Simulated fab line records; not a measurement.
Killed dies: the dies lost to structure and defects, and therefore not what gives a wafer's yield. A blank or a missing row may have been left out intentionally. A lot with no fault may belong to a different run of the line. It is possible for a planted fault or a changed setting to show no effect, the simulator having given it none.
A struck lot beside a sound one ; flow sky130 ; 16 steps out of a route of 708
Sound: the wafers L499.1, L499.2, L499.4. Struck: wafers L506.2, L506.4, L506.6. The cause comes at the end.
For every step that has rows: the tool of each side, followed by ch and its chambers, followed by its first start. Under that, the readings that differ: sound wafers ; struck wafers ; difference of the means ; sigmas: that difference in standard deviations of wafers without a fault.
alike: a reading whose means differ by less than 2 such deviations, as well as words and numbers matching on both sides. not compared: withheld readings; readings where some wafer has no value; bounds like >300 that might hide an equal value; numbers whose values overlap and for which the record gives no deviation.
The two part at a step that has a row with sigmas, a row that says differs or no value, or rows on one side only. When numbers do not overlap yet have no deviation, they are printed without sigmas and do not part them. A reading missing from all wafers of one side parts the sides only when that side holds two or more wafers.

first, 2 steps without rows for these wafers: SKY_NWELL_IMPLANT_12; SKY_NWELL_IMPLANT_13.
SKY_NWELL_STRIP_14: strips in O2/N2.
  sound on plasma asher-02 ch 0,1, day 7 04:02; struck on plasma asher-02 ch 0,1, day 8 17:50
  alike: drypump motor current A, oes product au, strip time to endpoint s
  not compared: rf hours counter h
SKY_NWELL_TW_MEAS_15:
  sound on film metro-02, day 7 04:08; struck on film metro-01, day 8 17:57
  alike: NWELL_TW
then, 7 steps without rows for these wafers: SKY_NWELL_DEHYDRATE_16 (time 60 s); SKY_NWELL_HMDS_17 (prime time 60 s); SKY_NWELL_COAT_18 (resist thk 3000 nm); SKY_NWELL_SOFTBAKE_19; SKY_NWELL_EXPOSE_20 (exposes mask NWM COMPLEMENT, target cd 840 nm); SKY_NWELL_PEB_21; SKY_NWELL_DEVELOP_22 (develop time 60 s).
SKY_NWELL_OVL_MEAS_23:
  sound on overlay-01, day 7 22:55; struck on overlay-01, day 9 16:25
  alike: NWELL_01_OVL
SKY_NWELL_IMPLANT_24:
  sound on implanter-01 ch 0, day 7 22:56; struck on implanter-02 ch 0, day 9 16:28
reading;sound;struck;difference;sigmas
dose ions cm2;9.203e+12 9.196e+12 9.208e+12;1.0094e+13 1.01e+13 1.0076e+13;+8.8767e+11;+81
faraday current uA;51.2 51.5 51.1;55.4 57.9 55.5;+5.0;+5
SKY_NWELL_STRIP_25: strips in O2/N2.
  sound on plasma asher-03 ch 0,1, day 7 23:05; struck on plasma asher-01 ch 0,1, day 9 16:35
  alike: drypump motor current A, oes product au, strip time to endpoint s
  not compared: rf hours counter h
SKY_NWELL_TW_MEAS_26:
  sound on film metro-02, day 7 23:11; struck on film metro-03, day 9 16:56
reading;sound;struck;difference;sigmas
NWELL_2_TW;500 496 499;515 510 509;+13;+4
  not compared: hold
-- the record jumps here: 40 days lie between the struck wafers' starts before and after (it left off in module NWELL and takes up again in module PAD_OPEN, whose first step shown is number 708 of the route) --
SKY_PAD_OPEN_PROBE_99:
  sound on prober-01, day 48 18:23; struck on prober-01, day 49 19:25
reading;sound;struck;difference;sigmas
killed_at_M4_up;8 10 5;0 2 2;-6;-3
model.etest.pfet_16v.r on ohm um;1.572e+04 1.496e+04 1.54e+04;1.416e+04 1.421e+04 1.451e+04;-1.067e+03;
model.etest.res pwell under gate.rs ohm sq;2265 2282 2266;2141 2149 2147;-125;
  alike: killed_at_M0_to_M3, killed at contacts, killed at front end, killed at other, killed dies, killed open, killed short
  not compared: model.etest.field n.vt v

WHERE THEY PART
First at SKY_NWELL_IMPLANT_24; last, within this record, at SKY_PAD_OPEN_PROBE_99.

WHY: whatever the simulator had introduced
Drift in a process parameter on implanter-02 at SKY_NWELL_IMPLANT_24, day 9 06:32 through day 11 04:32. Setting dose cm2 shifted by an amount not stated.
